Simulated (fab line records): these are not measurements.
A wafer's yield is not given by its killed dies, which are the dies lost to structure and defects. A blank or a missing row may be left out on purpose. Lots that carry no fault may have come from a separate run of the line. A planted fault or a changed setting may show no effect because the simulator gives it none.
Which tool did it? + flow gf180mcu + 13 lots, 39 wafers sampled, at 5 steps of a route of 602

== WHAT EACH GAUGE READ, for each wafer ==
GF_M4_OVL_MEAS_15.
| lot  | measured     | on         | M4_OVL (nm) |
|------|--------------|------------|-------------|
| L196 | day 23 08:08 | overlay-02 | 8 9 2       |
| L198 | day 24 02:27 | overlay-01 | 1 -11 -1    |
| L202 | day 25 12:45 | overlay-02 | 7 6 4       |
| L203 | day 26 00:18 | overlay-02 | -9 -1 -7    |
| L207 | day 27 10:50 | overlay-02 | 2 -2 -3     |
| L208 | day 27 19:48 | overlay-02 | 2 -2 0      |
| L209 | day 28 00:21 | overlay-01 | 11 4 4      |
| L210 | day 28 04:45 | overlay-01 | -10 -6 -3   |
| L213 | day 29 01:14 | overlay-01 | -6 0 5      |
| L215 | day 29 13:37 | overlay-02 | -6 -1 5     |
| L217 | day 30 01:56 | overlay-01 | 1 -8 -10    |
| L218 | day 30 08:20 | overlay-01 | 7 6 6       |
| L219 | day 30 18:20 | overlay-02 | 11 9 -2     |

GF_TOP_METAL_CD_MEAS_14: target cd 440 nm.
| lot  | measured     | on       | cdNm (nm)         |
|------|--------------|----------|-------------------|
| L196 | day 28 01:00 | cdSem-01 | 439.4 440.0 437.9 |
| L198 | day 28 15:04 | cdSem-01 | 442.0 438.8 439.8 |
| L202 | day 29 22:50 | cdSem-01 | 440.9 441.1 441.6 |
| L203 | day 30 08:38 | cdSem-02 | 434.3 437.0 438.1 |
| L207 | day 31 14:11 | cdSem-02 | 442.9 443.9 443.9 |
| L208 | day 31 23:04 | cdSem-01 | 438.0 434.9 434.9 |
| L209 | day 32 02:40 | cdSem-02 | 431.1 431.9 433.0 |
| L210 | day 32 07:04 | cdSem-02 | 439.4 438.7 438.1 |
| L213 | day 32 23:32 | cdSem-02 | 437.9 437.0 439.2 |
| L215 | day 33 10:19 | cdSem-02 | 439.1 437.5 439.9 |
| L217 | day 33 20:52 | cdSem-01 | 441.9 441.2 441.4 |
| L218 | day 34 01:23 | cdSem-01 | 441.8 440.4 443.7 |
| L219 | day 34 10:59 | cdSem-01 | 439.8 441.9 440.9 |

== TOOL THAT RAN EACH LOT (tool first, then ch and the chambers of the sampled wafers, then the start) ==
| lot  | GF_M4_SPUTTER_04            | GF_V4_CMP_04                  | GF_TOP_METAL_DEVELOP_13          |
|------|-----------------------------|-------------------------------|----------------------------------|
| L196 | pvdSputter-03, day 22 09:04 | cmp-02 ch 1,3, day 23 09:07   | lithoTrack-02 ch 0, day 28 00:51 |
| L198 | pvdSputter-03, day 23 04:13 | cmp-01 ch 2,3, day 24 03:28   | lithoTrack-02 ch 0, day 28 14:56 |
| L202 | pvdSputter-02, day 24 15:48 | cmp-02 ch 0,2,3, day 25 13:55 | lithoTrack-04 ch 0, day 29 22:42 |
| L203 | pvdSputter-02, day 25 03:21 | cmp-02 ch 0,1, day 26 01:15   | lithoTrack-01 ch 0, day 30 08:29 |
| L207 | pvdSputter-02, day 26 13:58 | cmp-01 ch 0,1,3, day 27 12:04 | lithoTrack-01 ch 0, day 31 14:02 |
| L208 | pvdSputter-04, day 26 23:28 | cmp-02 ch 0,2, day 27 20:46   | lithoTrack-02 ch 0, day 31 22:55 |
| L209 | pvdSputter-04, day 27 04:38 | cmp-01 ch 0,1, day 28 01:20   | lithoTrack-02 ch 0, day 32 02:31 |
| L210 | pvdSputter-04, day 27 09:07 | cmp-01 ch 0,1, day 28 05:47   | lithoTrack-04 ch 0, day 32 06:55 |
| L213 | pvdSputter-02, day 28 05:49 | cmp-01 ch 0,1,2, day 29 02:20 | lithoTrack-01 ch 0, day 32 23:23 |
| L215 | pvdSputter-02, day 28 18:54 | cmp-01 ch 0,1,2, day 29 14:38 | lithoTrack-04 ch 0, day 33 10:10 |
| L217 | pvdSputter-03, day 29 07:27 | cmp-01 ch 0,1,2, day 30 02:59 | lithoTrack-04 ch 0, day 33 20:43 |
| L218 | pvdSputter-03, day 29 13:43 | cmp-02 ch 0,1,2, day 30 09:25 | lithoTrack-04 ch 0, day 34 01:15 |
| L219 | pvdSputter-04, day 30 00:47 | cmp-01 ch 0,2, day 30 19:17   | lithoTrack-01 ch 0, day 34 10:50 |
- GF_M4_SPUTTER_04: material TiN, target thk 50 nm, time 41.7 s.
- GF_V4_CMP_04: polishes SiO2.
- GF_TOP_METAL_DEVELOP_13: develop time 60 s.

== AS READ BY THE TOOLS THEMSELVES (means over the sampled wafers that have a number; for cases with no such wafer, the mark the record gives instead) ==
GF_M4_SPUTTER_04.
| lot  | tool          | throttleValvePct (%) |
|------|---------------|----------------------|
| L196 | pvdSputter-03 | 29.1                 |
| L198 | pvdSputter-03 | 29.6                 |
| L202 | pvdSputter-02 | 29.7                 |
| L203 | pvdSputter-02 | 28.9                 |
| L207 | pvdSputter-02 | 30.3                 |
| L208 | pvdSputter-04 | 30.6                 |
| L209 | pvdSputter-04 | 30.7                 |
| L210 | pvdSputter-04 | 30.5                 |
| L213 | pvdSputter-02 | 30.1                 |
| L215 | pvdSputter-02 | 29.4                 |
| L217 | pvdSputter-03 | 30.4                 |
| L218 | pvdSputter-03 | 30.5                 |
| L219 | pvdSputter-04 | 30.2                 |

GF_V4_CMP_04.
| lot  | tool   | motorCurrentA (A) | timeToEndpointS (s) |
|------|--------|-------------------|---------------------|
| L196 | cmp-02 | 11.7              | 74                  |
| L198 | cmp-01 | 13.0              | 75                  |
| L202 | cmp-02 | 11.5              | 78                  |
| L203 | cmp-02 | 13.3              | 79                  |
| L207 | cmp-01 | 12.5              | 80                  |
| L208 | cmp-02 | 13.5              | 81                  |
| L209 | cmp-01 | 12.3              | 76                  |
| L210 | cmp-01 | 12.9              | 79                  |
| L213 | cmp-01 | 12.4              | 70                  |
| L215 | cmp-01 | 12.6              | 80                  |
| L217 | cmp-01 | 12.8              | 83                  |
| L218 | cmp-02 | 13.5              | 84                  |
| L219 | cmp-01 | 12.7              | 77                  |

GF_TOP_METAL_DEVELOP_13.
| lot  | tool          | developerTempC (C) |
|------|---------------|--------------------|
| L196 | lithoTrack-02 | 23.01              |
| L198 | lithoTrack-02 | 22.86              |
| L202 | lithoTrack-04 | 23.03              |
| L203 | lithoTrack-01 | 23.03              |
| L207 | lithoTrack-01 | 22.96              |
| L208 | lithoTrack-02 | 20.85              |
| L209 | lithoTrack-02 | 20.67              |
| L210 | lithoTrack-04 | 22.98              |
| L213 | lithoTrack-01 | 23.04              |
| L215 | lithoTrack-04 | 23.00              |
| L217 | lithoTrack-04 | 22.92              |
| L218 | lithoTrack-04 | 22.90              |
| L219 | lithoTrack-01 | 23.04              |

== THE ANSWER, worked out from the rows above alone ==
Rule: the usual values come from the lots themselves. Put in order of their means at a reading, lots are off if they are a third of the lots or fewer, leave a main group of 4 or more, and stand apart from it by a gap of 3 or more times the standard deviation of the main group's means; of several such gaps the widest counts. A main group whose means are all the same, to the digits that the tables above print for the reading, isn't used. Also off: a lot with no number at a reading for which 4 or more lots have one. All remaining lots with rows at the step are treated as sound. The gauges are gone through in route order, then the tools' own readings, and for those a lot's mean is taken as printed above. At the first step where some lot is off, the reading lying furthest off is the one used; lots without a number count as furthest.
Off, at GF_TOP_METAL_DEVELOP_13 on developerTempC: L208, L209. The main group has a mean of 22.98 C with a standard deviation of 0.059.
If a tool, at that step or one of the process steps before it, ran each lot that is off and ran no sound lot following the first of them, it fits. One fits: GF_TOP_METAL_DEVELOP_13 on lithoTrack-02. A fault onset in the window from L198 (day 28 14:56, its last sound lot) to L208 (day 31 22:55, its first lot off) fits.
The tool's own readings at GF_TOP_METAL_DEVELOP_13 bear it out: on the lots that are off they differ by more than 5 times the standard deviation of the sound lots' means. developerTempC reads 20.76 C there against 22.98 C on the sound lots.

== WHAT THE SIMULATOR HAD INSERTED ==
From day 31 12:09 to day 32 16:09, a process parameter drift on lithoTrack-02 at GF_TOP_METAL_DEVELOP_13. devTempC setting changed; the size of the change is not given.
Shown lots that were struck: L208, L209. The rule above reached the same finding.
